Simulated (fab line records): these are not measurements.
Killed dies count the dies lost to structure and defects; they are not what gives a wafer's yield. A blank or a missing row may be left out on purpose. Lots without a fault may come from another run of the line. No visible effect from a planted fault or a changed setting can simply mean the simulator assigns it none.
What tool caused it? :: flow gf180mcu :: 42 wafers from 14 lots sampled at 4 of the route's 602 steps

## WHAT EACH GAUGE READ, for each wafer
GF_V1_OVL_MEAS_15. Usual: V1_OVL 0 nm, standard deviation 5.9.
lot: L806
measured: day 18 08:16
on: overlay-02
V1_OVL (nm): -8 4 2
flag: 

lot: L807
measured: day 19 01:04
on: overlay-02
V1_OVL (nm): -7 -7 -2
flag: 

lot: L810
measured: day 19 21:38
on: overlay-01
V1_OVL (nm): -4 -1 2
flag: 

lot: L811
measured: day 20 11:56
on: overlay-01
V1_OVL (nm): 1 1 1
flag: 

lot: L812
measured: day 20 23:29
on: overlay-01
V1_OVL (nm): 10 6 3
flag: 

lot: L813
measured: day 21 04:50
on: overlay-02
V1_OVL (nm): -1 -6 3
flag: 

lot: L814
measured: day 21 08:47
on: overlay-01
V1_OVL (nm): -7 -6 4
flag: 

lot: L815
measured: day 22 01:47
on: overlay-02
V1_OVL (nm): 1 3 2
flag: 

lot: L816
measured: day 22 07:08
on: overlay-02
V1_OVL (nm): -5 -13 -2
flag: 

lot: L817
measured: day 22 23:13
on: overlay-01
V1_OVL (nm): 6 7 -4
flag: 

lot: L826
measured: day 25 11:31
on: overlay-02
V1_OVL (nm): -6 -1 -8
flag: 

## WHAT TOOL EACH LOT RAN ON (gives the tool, then ch and the chambers of the sampled wafers, and finally the start)
lot: L806
GF_HV_LDD_ETCHBACK_58: rie diel-02 ch 0,2,3, day 12 16:26
GF_CONTACT_STRIP_18: plasma asher-04 ch 0,1, day 16 07:26
GF_M1_SPUTTER_03: pvd sputter-01, day 16 08:35

lot: L807
GF_HV_LDD_ETCHBACK_58: rie diel-01 ch 1,2,3, day 13 05:33
GF_CONTACT_STRIP_18: plasma asher-04 ch 0,1, day 16 22:31
GF_M1_SPUTTER_03: pvd sputter-01, day 16 23:40

lot: L810
GF_HV_LDD_ETCHBACK_58: rie diel-01 ch 0,1,2, day 14 00:23
GF_CONTACT_STRIP_18: plasma asher-04 ch 0,1, day 17 19:01
GF_M1_SPUTTER_03: pvd sputter-01, day 17 20:10

lot: L811
GF_HV_LDD_ETCHBACK_58: rie diel-01 ch 0,1,2, day 14 12:56
GF_CONTACT_STRIP_18: plasma asher-01 ch 0,1, day 18 09:52
GF_M1_SPUTTER_03: pvd sputter-02, day 18 11:01

lot: L812
GF_HV_LDD_ETCHBACK_58: rie diel-04 ch 2,3, day 14 20:33
GF_CONTACT_STRIP_18: plasma asher-01 ch 0,1, day 18 17:58
GF_M1_SPUTTER_03: pvd sputter-02, day 18 19:07

lot: L813
GF_HV_LDD_ETCHBACK_58: rie diel-01 ch 0,2,3, day 15 04:03
GF_CONTACT_STRIP_18: plasma asher-02 ch 0,1, day 19 03:08
GF_M1_SPUTTER_03: pvd sputter-01, day 19 04:17

lot: L814
GF_HV_LDD_ETCHBACK_58: rie diel-02 ch 1,3, day 15 09:45
GF_CONTACT_STRIP_18: plasma asher-04 ch 0,1, day 19 08:22
GF_M1_SPUTTER_03: pvd sputter-02, day 19 09:31

lot: L815
GF_HV_LDD_ETCHBACK_58: rie diel-01 ch 0,1,3, day 15 23:57
GF_CONTACT_STRIP_18: plasma asher-02 ch 0,1, day 19 22:08
GF_M1_SPUTTER_03: pvd sputter-03, day 19 23:17

lot: L816
GF_HV_LDD_ETCHBACK_58: rie diel-01 ch 1,2,3, day 16 04:01
GF_CONTACT_STRIP_18: plasma asher-04 ch 0, day 20 05:10
GF_M1_SPUTTER_03: pvd sputter-03, day 20 06:19

lot: L817
GF_HV_LDD_ETCHBACK_58: rie diel-04 ch 0,1,2, day 16 15:04
GF_CONTACT_STRIP_18: plasma asher-01 ch 0,1, day 20 22:28
GF_M1_SPUTTER_03: pvd sputter-01, day 20 23:40

lot: L818
GF_HV_LDD_ETCHBACK_58: rie diel-01 ch 0,1, day 16 20:09
GF_CONTACT_STRIP_18: -
GF_M1_SPUTTER_03: -

lot: L819
GF_HV_LDD_ETCHBACK_58: rie diel-01 ch 0,1,2, day 17 11:06
GF_CONTACT_STRIP_18: -
GF_M1_SPUTTER_03: -

lot: L822
GF_HV_LDD_ETCHBACK_58: rie diel-01 ch 0,1,2, day 18 07:04
GF_CONTACT_STRIP_18: -
GF_M1_SPUTTER_03: -

lot: L826
GF_HV_LDD_ETCHBACK_58: rie diel-04 ch 1,2,3, day 19 12:13
GF_CONTACT_STRIP_18: plasma asher-02 ch 0,1, day 23 12:47
GF_M1_SPUTTER_03: pvd sputter-03, day 23 14:02
- GF_HV_LDD_ETCHBACK_58: etches Si3N4 in CH3F/O2, stops on SiO2, time 100 s, target depth 90 nm.
- GF_CONTACT_STRIP_18: strips in O2/N2.
- GF_M1_SPUTTER_03: material Ti, target thk 10 nm, time 6.7 s.

## AS READ BY THE TOOLS THEMSELVES (means over the sampled wafers that have a number; for cases with no such wafer, the mark the record gives instead)
GF_HV_LDD_ETCHBACK_58. Usual: drypump motor current A 5.9 A, standard deviation 0.48; oes product au 0.843 a.u., standard deviation 0.0055; run length s 128.2 s, standard deviation 0.5; throttle valve pct 10.562 %, standard deviation 0.0094.
lot: L806
tool: rie diel-02
drypump motor current A (A): 5.9
oes product au (a.u.): 0.840
run length s (s): 128.3
throttle valve pct (%): 10.557
flag: 

lot: L807
tool: rie diel-01
drypump motor current A (A): 6.3
oes product au (a.u.): 0.845
run length s (s): 127.9
throttle valve pct (%): 10.563
flag: 

lot: L810
tool: rie diel-01
drypump motor current A (A): 6.0
oes product au (a.u.): 0.841
run length s (s): 127.9
throttle valve pct (%): 10.561
flag: 

lot: L811
tool: rie diel-01
drypump motor current A (A): 6.0
oes product au (a.u.): 0.839
run length s (s): 128.0
throttle valve pct (%): 10.564
flag: 

lot: L812
tool: rie diel-04
drypump motor current A (A): 5.4
oes product au (a.u.): 0.841
run length s (s): 128.3
throttle valve pct (%): 10.570
flag: 

lot: L813
tool: rie diel-01
drypump motor current A (A): 6.0
oes product au (a.u.): 0.843
run length s (s): 128.1
throttle valve pct (%): 10.561
flag: 

lot: L814
tool: rie diel-02
drypump motor current A (A): 5.8
oes product au (a.u.): 0.841
run length s (s): 128.5
throttle valve pct (%): 10.557
flag: 

lot: L815
tool: rie diel-01
drypump motor current A (A): 6.2
oes product au (a.u.): 0.841
run length s (s): 128.2
throttle valve pct (%): 10.559
flag: 

lot: L816
tool: rie diel-01
drypump motor current A (A): 6.3
oes product au (a.u.): 0.843
run length s (s): 128.0
throttle valve pct (%): 10.562
flag: 

lot: L817
tool: rie diel-04
drypump motor current A (A): 5.8
oes product au (a.u.): 0.851
run length s (s): 127.8
throttle valve pct (%): 10.558
flag: 

lot: L818
tool: rie diel-01
drypump motor current A (A): 5.9
oes product au (a.u.): 1.003
run length s (s): 101.4
throttle valve pct (%): 10.589
flag: OFF

lot: L819
tool: rie diel-01
drypump motor current A (A): 6.0
oes product au (a.u.): 0.995
run length s (s): 101.0
throttle valve pct (%): 10.585
flag: OFF

lot: L822
tool: rie diel-01
drypump motor current A (A): 6.0
oes product au (a.u.): 1.008
run length s (s): 101.4
throttle valve pct (%): 10.575
flag: OFF

lot: L826
tool: rie diel-04
drypump motor current A (A): 5.5
oes product au (a.u.): 0.841
run length s (s): 128.2
throttle valve pct (%): 10.554
flag: 

GF_CONTACT_STRIP_18. Usual: drypump motor current A 5.6 A, standard deviation 0.3; heater power w 337 W, standard deviation 24; oes product au 0.579 a.u., standard deviation 0.0047.
lot: L806
tool: plasma asher-04
drypump motor current A (A): 5.5
heater power w (W): 339
oes product au (a.u.): 0.576
flag: 

lot: L807
tool: plasma asher-04
drypump motor current A (A): 5.5
heater power w (W): 337
oes product au (a.u.): 0.584
flag: 

lot: L810
tool: plasma asher-04
drypump motor current A (A): 5.5
heater power w (W): 341
oes product au (a.u.): 0.583
flag: 

lot: L811
tool: plasma asher-01
drypump motor current A (A): 5.8
heater power w (W): 346
oes product au (a.u.): 0.577
flag: 

lot: L812
tool: plasma asher-01
drypump motor current A (A): 5.8
heater power w (W): 345
oes product au (a.u.): 0.578
flag: 

lot: L813
tool: plasma asher-02
drypump motor current A (A): 5.6
heater power w (W): 321
oes product au (a.u.): 0.580
flag: 

lot: L814
tool: plasma asher-04
drypump motor current A (A): 5.5
heater power w (W): 334
oes product au (a.u.): 0.583
flag: 

lot: L815
tool: plasma asher-02
drypump motor current A (A): 5.6
heater power w (W): 324
oes product au (a.u.): 0.574
flag: 

lot: L816
tool: plasma asher-04
drypump motor current A (A): 5.5
heater power w (W): 343
oes product au (a.u.): 0.579
flag: 

lot: L817
tool: plasma asher-01
drypump motor current A (A): 5.9
heater power w (W): 376
oes product au (a.u.): 0.581
flag: 

lot: L826
tool: plasma asher-02
drypump motor current A (A): 5.9
heater power w (W): 314
oes product au (a.u.): 0.578
flag: 

GF_M1_SPUTTER_03. Usual: throttle valve pct 30.3 %, standard deviation 0.76.
lot: L806
tool: pvd sputter-01
throttle valve pct (%): 30.6
flag: 

lot: L807
tool: pvd sputter-01
throttle valve pct (%): 30.3
flag: 

lot: L810
tool: pvd sputter-01
throttle valve pct (%): 30.6
flag: 

lot: L811
tool: pvd sputter-02
throttle valve pct (%): 30.3
flag: 

lot: L812
tool: pvd sputter-02
throttle valve pct (%): 30.4
flag: 

lot: L813
tool: pvd sputter-01
throttle valve pct (%): 30.3
flag: 

lot: L814
tool: pvd sputter-02
throttle valve pct (%): 30.2
flag: 

lot: L815
tool: pvd sputter-03
throttle valve pct (%): 30.5
flag: 

lot: L816
tool: pvd sputter-03
throttle valve pct (%): 30.3
flag: 

lot: L817
tool: pvd sputter-01
throttle valve pct (%): 30.3
flag: 

lot: L826
tool: pvd sputter-03
throttle valve pct (%): 30.5
flag: 

## THE ANSWER, worked out from the rows above alone
Rule: take the mean of a lot's wafers that have a number; if it is more than 3 standard deviations from the usual mean, the lot is off. A lot without any number at a reading at which 4 lots or more have one is off too. Any other lot the step has rows for is counted as sound. After the gauges, taken in route order, come the tools' own readings; for these a lot's mean is taken, as printed above. At the first step where some lot is off, the reading lying furthest off is the one used; lots without a number count as furthest.
Off: L818, L819, L822, at GF_HV_LDD_ETCHBACK_58 (run length s).
If a tool, at that step or one of the process steps before it, ran each lot that is off and ran no sound lot following the first of them, it fits. One fits: rie diel-01 at GF_HV_LDD_ETCHBACK_58. A fault onset in the window from L816 (day 16 04:01, its last sound lot) to L818 (day 16 20:09, its first lot off) fits.
The tool's own readings at GF_HV_LDD_ETCHBACK_58 bear it out: on the lots that are off they differ by more than 5 times the standard deviation of the sound lots' means. oes product au reads 1.002 a.u. there against 0.842 a.u. on the sound lots; run length s reads 101.3 s there against 128.1 s on the sound lots; throttle valve pct reads 10.583 % there against 10.561 % on the sound lots.

## WHAT THE SIMULATOR HAD INSERTED
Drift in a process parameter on rie diel-01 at GF_HV_LDD_ETCHBACK_58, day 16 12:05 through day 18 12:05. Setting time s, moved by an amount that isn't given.
Struck lots among those shown: L818, L819, L822. Same finding as the rule above.
